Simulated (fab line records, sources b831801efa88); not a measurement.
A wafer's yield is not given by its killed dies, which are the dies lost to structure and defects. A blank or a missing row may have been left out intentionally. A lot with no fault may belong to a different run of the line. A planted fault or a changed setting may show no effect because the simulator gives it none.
Matching of chambers	flow gf180mcu	pecvd-01 running GF_PASSIVATION_CVD_02: 3 sister chambers
The step deposits Si3N4, target thk 700 nm, time 486.18 s. 18 wafers are shown with their chamber, then 9 later ones without.

## WAFERS, EACH WITH ITS CHAMBER
wafer	chamber	heaterPowerW (W)
L082.1	1	799
L082.3	2	680
L082.5	1	850
L083.2	0	591
L083.3	2	762
L083.5	1	800
L084.3	1	844
L084.5	1	891
L084.6	0	519
L088.2	1	809
L088.4	2	659
L088.5	1	850
L090.1	2	771
L090.2	1	904
L090.3	0	592
L090.4	2	804
L090.5	1	696
L090.6	0	475

SIGNATURES, as means of the wafers listed above
reading	chamber 0	chamber 1	chamber 2	scatter within a chamber
heaterPowerW	544.25	827.00	735.20	61
Rule: for a wafer and a chamber, the distance is found by dividing, reading by reading, the gap between the wafer's reading and the chamber's mean by the reading's scatter, squaring, summing and taking the root. If the next closest chamber is less than 2 further off than the closest, the wafer can't be placed; otherwise it belongs to the closest. The scatter: the root of (the sum of the squares of (reading less its chamber's mean) over the shown wafers, divided by (wafers less chambers)).

## WAFERS MISSING THEIR CHAMBER
wafer	heaterPowerW (W)
L093.4	753
L093.5	570
L093.6	783
L094.1	567
L094.5	566
L094.6	668
L097.1	838
L097.3	553
L097.4	839

## CHAMBER TAKEN BY EACH
wafer	from the rows above	in truth
L093.4	can't be placed: 2 or 1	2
L093.5	0	0
L093.6	can't be placed: 1 or 2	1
L094.1	0	0
L094.5	0	0
L094.6	can't be placed: 2 or 0 or 1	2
L097.1	can't be placed: 1 or 2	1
L097.3	0	0
L097.4	can't be placed: 1 or 2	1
Correctly placed: 4 of 9. Unplaceable from these rows: 5, with the true chamber sitting among the candidates in 5. Number placed wrongly: 0.
